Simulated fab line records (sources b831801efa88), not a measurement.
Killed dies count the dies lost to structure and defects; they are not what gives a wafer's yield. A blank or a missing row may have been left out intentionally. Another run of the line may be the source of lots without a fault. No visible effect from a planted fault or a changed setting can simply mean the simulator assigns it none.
Which tool is to blame? :: flow sky130 :: Sampling: 11 lots, 33 wafers, 2 of 708 route steps

== WHAT EACH GAUGE READ, for each wafer ==
SKY_VIA3_THK_MEAS_23: measures by xrf.
lot: L479
measured: day 39 17:44
on: film metro-01
VIA3_W_THK (nm): 395 396 394

lot: L480
measured: day 39 23:40
on: film metro-02
VIA3_W_THK (nm): 400 394 394

lot: L487
measured: day 42 17:02
on: film metro-03
VIA3_W_THK (nm): 399 401 401

lot: L492
measured: day 43 14:43
on: film metro-02
VIA3_W_THK (nm): 399 402 400

lot: L493
measured: day 44 01:58
on: film metro-02
VIA3_W_THK (nm): 398 412 396

lot: L496
measured: day 45 02:37
on: film metro-01
VIA3_W_THK (nm): 394 419 421

lot: L495
measured: day 45 05:07
on: film metro-03
VIA3_W_THK (nm): 414 403 403

lot: L497
measured: day 45 06:00
on: film metro-03
VIA3_W_THK (nm): 413 406 412

lot: L499
measured: day 45 09:52
on: film metro-02
VIA3_W_THK (nm): 392 393 393

lot: L501
measured: day 45 22:55
on: film metro-03
VIA3_W_THK (nm): 406 399 403

lot: L500
measured: day 46 00:02
on: film metro-01
VIA3_W_THK (nm): 397 398 405

== WHAT TOOL EACH LOT RAN ON (gives the tool, then ch and the chambers of the sampled wafers, and finally the start) ==
lot: L479
SKY_VIA3_STRIP_16: plasma asher-04 ch 0,1, day 39 16:52

lot: L480
SKY_VIA3_STRIP_16: plasma asher-01 ch 0, day 39 22:44

lot: L487
SKY_VIA3_STRIP_16: plasma asher-04 ch 0,1, day 42 16:05

lot: L492
SKY_VIA3_STRIP_16: plasma asher-03 ch 0,1, day 43 13:48

lot: L493
SKY_VIA3_STRIP_16: plasma asher-03 ch 0,1, day 44 01:05

lot: L496
SKY_VIA3_STRIP_16: plasma asher-01 ch 0,1, day 45 01:41

lot: L495
SKY_VIA3_STRIP_16: plasma asher-04 ch 0,1, day 45 04:08

lot: L497
SKY_VIA3_STRIP_16: plasma asher-04 ch 0,1, day 45 05:07

lot: L499
SKY_VIA3_STRIP_16: plasma asher-03 ch 0,1, day 45 08:56

lot: L501
SKY_VIA3_STRIP_16: plasma asher-04 ch 0,1, day 45 22:01

lot: L500
SKY_VIA3_STRIP_16: plasma asher-03 ch 0,1, day 45 23:07
- SKY_VIA3_STRIP_16: strips in O2/N2.

== THE ANSWER, worked out from the rows above alone ==
Rule: the usual values come from the lots themselves. The widest of any qualifying gaps counts: lots, ordered by their means at a reading, are off when they make up no more than a third of the lots, leave a main group of 4 or more, and stand apart from it by 3 or more times the standard deviation of that group's means. The tables above print the reading to a certain number of digits; a main group whose means all agree to those digits is not used. A lot without any number at a reading at which 4 lots or more have one is off too. Any other lot the step has rows for is counted as sound.
No lot is off at any reading shown: from this, nothing can be told.

== WHAT WAS PUT IN BY THE SIMULATOR ==
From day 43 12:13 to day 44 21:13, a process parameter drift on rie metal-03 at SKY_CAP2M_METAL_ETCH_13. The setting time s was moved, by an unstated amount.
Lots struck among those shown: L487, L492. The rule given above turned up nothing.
